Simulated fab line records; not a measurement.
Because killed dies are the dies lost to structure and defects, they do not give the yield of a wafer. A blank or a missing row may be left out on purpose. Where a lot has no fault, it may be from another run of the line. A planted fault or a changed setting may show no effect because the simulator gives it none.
Which of the tools did it? + flow gf180mcu + 14 lots, 42 wafers sampled, at 2 steps of a route of 602

## WHAT THE GAUGES READ, wafer by wafer
GF_V4_OVL_MEAS_15. Usual: for V4_OVL the level is -2 nm and the standard deviation is 5.1.
| lot  | measured     | on         | V4_OVL (nm) | flag |
|------|--------------|------------|-------------|------|
| L803 | day 24 10:43 | overlay-01 | -6 -7 -7    |      |
| L804 | day 24 17:22 | overlay-01 | -1 -4 -5    |      |
| L805 | day 25 01:19 | overlay-02 | -3 -8 -9    |      |
| L806 | day 25 11:09 | overlay-02 | 1 3 5       |      |
| L807 | day 25 16:49 | overlay-02 | 6 12 3      |      |
| L808 | day 26 04:14 | overlay-02 | -7 -8 -7    |      |
| L810 | day 26 17:46 | overlay-01 | 2 1 -1      |      |
| L813 | day 27 17:58 | overlay-01 | 1 6 10      |      |
| L816 | day 28 18:07 | overlay-02 | 1 8 1       |      |
| L818 | day 29 01:43 | overlay-01 | -9 -9 -5    |      |
| L821 | day 30 02:28 | overlay-01 | 2 4 -3      |      |
| L822 | day 30 07:18 | overlay-02 | -5 -3 -2    |      |
| L823 | day 30 10:42 | overlay-02 | -2 -4 1     |      |
| L826 | day 31 12:15 | overlay-01 | -1 -10 -5   |      |

## WHAT TOOL EACH LOT RAN ON (gives the tool, then ch and the chambers of the sampled wafers, and finally the start)
| lot  | GF_V4_CVD_02                    |
|------|---------------------------------|
| L803 | pecvd-02 ch 1, day 23 11:53     |
| L804 | pecvd-01 ch 0,1, day 23 18:55   |
| L805 | pecvd-02 ch 1, day 24 02:08     |
| L806 | pecvd-02 ch 0, day 24 12:53     |
| L807 | pecvd-04 ch 0,1, day 24 19:23   |
| L808 | pecvd-01 ch 1,2, day 25 06:34   |
| L810 | pecvd-02 ch 1,2, day 25 21:01   |
| L813 | pecvd-02 ch 0,1,2, day 26 21:47 |
| L816 | pecvd-01 ch 0,1,2, day 27 21:50 |
| L818 | pecvd-02 ch 1,2, day 28 05:58   |
| L821 | pecvd-01 ch 1,2, day 29 07:11   |
| L822 | pecvd-02 ch 1,2, day 29 11:44   |
| L823 | pecvd-02 ch 1,2, day 29 15:07   |
| L826 | pecvd-02 ch 0,2, day 30 18:22   |
- GF_V4_CVD_02: deposits SiO2 from TEOS, target thk 850 nm, time 94.851 s.

## WHAT THE TOOLS THEMSELVES READ (means of the sampled wafers that have a number; where no wafer has one, the mark that the record gives instead)
GF_V4_CVD_02. Usual: heater power w 642 W, standard deviation 94.
| lot  | tool     | heater power w (W) | flag |
|------|----------|--------------------|------|
| L803 | pecvd-02 | 731                |      |
| L804 | pecvd-01 | 684                |      |
| L805 | pecvd-02 | 685                |      |
| L806 | pecvd-02 | 732                |      |
| L807 | pecvd-04 | 588                |      |
| L808 | pecvd-01 | 748                |      |
| L810 | pecvd-02 | 609                |      |
| L813 | pecvd-02 | 636                |      |
| L816 | pecvd-01 | 630                |      |
| L818 | pecvd-02 | 598                |      |
| L821 | pecvd-01 | 761                |      |
| L822 | pecvd-02 | 571                |      |
| L823 | pecvd-02 | 572                |      |
| L826 | pecvd-02 | 595                |      |

## THE ANSWER, worked out from the rows above alone
Rule: a lot is off if the mean of its wafers that have a number lies more than 3 standard deviations from the usual mean. A lot without any number at a reading at which 4 lots or more have one is off too. The other lots that the step has rows for count as sound. After the gauges, taken in route order, come the tools' own readings; for these a lot's mean is taken, as printed above. At the first step where some lot is off, the reading lying furthest off is the one used; lots without a number count as furthest.
None of the lots is off at any reading shown; this tells nothing.

## WHAT THE SIMULATOR HAD PUT IN
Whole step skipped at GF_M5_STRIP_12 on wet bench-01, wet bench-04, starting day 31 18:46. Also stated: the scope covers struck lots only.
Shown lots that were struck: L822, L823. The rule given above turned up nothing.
